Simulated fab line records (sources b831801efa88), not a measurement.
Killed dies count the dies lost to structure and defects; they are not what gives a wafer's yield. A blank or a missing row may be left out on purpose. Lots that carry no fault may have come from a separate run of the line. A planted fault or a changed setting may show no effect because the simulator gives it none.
Which tool did it?    flow sky130    14 lots, 42 wafers sampled, at 3 steps of a route of 708

## WHAT EACH GAUGE READ, for each wafer
SKY_CAPM_RS_MEAS_03: measurement is done with a four-point probe.
lot   measured      on             CAPM_TIN_RS (ohm/sq)
L882  day 36 07:52  film-metro-03  6.80 7.01 6.91
L884  day 36 18:57  film-metro-04  7.12 7.05 7.07
L886  day 37 13:55  film-metro-04  6.98 6.99 7.10
L887  day 38 00:28  film-metro-03  6.93 6.29 6.92 6.92 6.28 6.92
L888  day 38 05:08  film-metro-02  6.96 6.90 6.31 6.95 6.91 6.31
L895  day 40 08:44  film-metro-03  6.72 6.76 6.74
L897  day 40 18:40  film-metro-02  6.70 6.83 6.91
L898  day 40 21:40  film-metro-02  7.04 6.84 6.94
L899  day 41 08:19  film-metro-02  6.93 6.95 6.69
L900  day 41 16:56  film-metro-03  6.82 6.76 6.80
L901  day 41 23:53  film-metro-03  7.04 7.04 6.97
L902  day 42 04:22  film-metro-03  6.87 6.77 6.79
L903  day 42 16:32  film-metro-03  6.91 6.95 6.84
L904  day 42 17:49  film-metro-02  6.86 6.71 6.89

SKY_CAPM_THK_MEAS_04: measures by xrf.
lot   measured      on             CAPM_TIN_THK (nm)
L882  day 36 07:58  film-metro-03  202 196 200
L884  day 36 19:04  film-metro-04  196 197 196
L886  day 37 14:02  film-metro-04  198 199 196
L887  day 38 06:48  film-metro-03  198 217 199 197 218 199
L888  day 38 07:50  film-metro-02  197 198 216 197 198 215
L895  day 40 08:52  film-metro-03  205 203 204
L897  day 40 18:47  film-metro-02  204 202 199
L898  day 40 21:47  film-metro-02  195 201 198
L899  day 41 08:25  film-metro-02  198 198 204
L900  day 41 17:03  film-metro-03  201 203 202
L901  day 42 00:01  film-metro-03  196 196 198
L902  day 42 04:29  film-metro-03  200 203 204
L903  day 42 16:38  film-metro-03  199 199 202
L904  day 42 17:55  film-metro-02  200 204 198

## EACH LOT AND THE TOOL THAT RAN IT (in order: tool; ch and the chambers of the sampled wafers; start)
lot   SKY_CAPM_SPUTTER_02
L882  pvd-sputter-02, day 36 07:43
L884  pvd-sputter-04, day 36 18:51
L886  pvd-sputter-02, day 37 13:48
L887  pvd-sputter-04, day 38 00:22
L888  pvd-sputter-04, day 38 05:01
L895  pvd-sputter-02, day 40 08:38
L897  pvd-sputter-04, day 40 18:34
L898  pvd-sputter-04, day 40 21:33
L899  pvd-sputter-01, day 41 08:10
L900  pvd-sputter-04, day 41 16:49
L901  pvd-sputter-02, day 41 23:47
L902  pvd-sputter-04, day 42 04:16
L903  pvd-sputter-04, day 42 16:24
L904  pvd-sputter-01, day 42 17:41
- SKY_CAPM_SPUTTER_02: material TiN, target thk 200 nm, time 166.7 s.

## AS READ BY THE TOOLS THEMSELVES (means over the sampled wafers that have a number; for cases with no such wafer, the mark the record gives instead)
SKY_CAPM_SPUTTER_02.
lot   tool            cathode-dc-power-W (W)  throttle-valve-pct (%)
L882  pvd-sputter-02  6500.2                  28.3
L884  pvd-sputter-04  6500.1                  29.3
L886  pvd-sputter-02  6499.7                  29.4
L887  pvd-sputter-04  6500.0                  29.6
L888  pvd-sputter-04  6498.8                  29.8
L895  pvd-sputter-02  6500.9                  29.4
L897  pvd-sputter-04  6500.2                  29.7
L898  pvd-sputter-04  6500.1                  30.4
L899  pvd-sputter-01  6501.6                  30.4
L900  pvd-sputter-04  6499.5                  29.3
L901  pvd-sputter-02  6500.0                  29.3
L902  pvd-sputter-04  6499.9                  29.5
L903  pvd-sputter-04  6500.4                  29.9
L904  pvd-sputter-01  6499.7                  30.8

## THE ANSWER, worked out from the rows above alone
Rule: usual is defined by the lots themselves. Put in order of their means at a reading, lots are off if they are a third of the lots or fewer, leave a main group of 4 or more, and stand apart from it by a gap of 3 or more times the standard deviation of the main group's means; of several such gaps the widest counts. A main group is skipped when, at the precision printed for the reading in the tables above, its means are all equal. A lot without any number at a reading at which 4 lots or more have one is off too. The other lots that the step has rows for count as sound. First the gauges in route order, then the tools' own readings, where a lot's mean is used as printed above. The first step at which some lot is off is used, and at that step the reading that is off furthest; a lot without a number counts as furthest.
Across all readings shown, no lot is off: no conclusion can be drawn from this.

## WHAT THE SIMULATOR PUT IN
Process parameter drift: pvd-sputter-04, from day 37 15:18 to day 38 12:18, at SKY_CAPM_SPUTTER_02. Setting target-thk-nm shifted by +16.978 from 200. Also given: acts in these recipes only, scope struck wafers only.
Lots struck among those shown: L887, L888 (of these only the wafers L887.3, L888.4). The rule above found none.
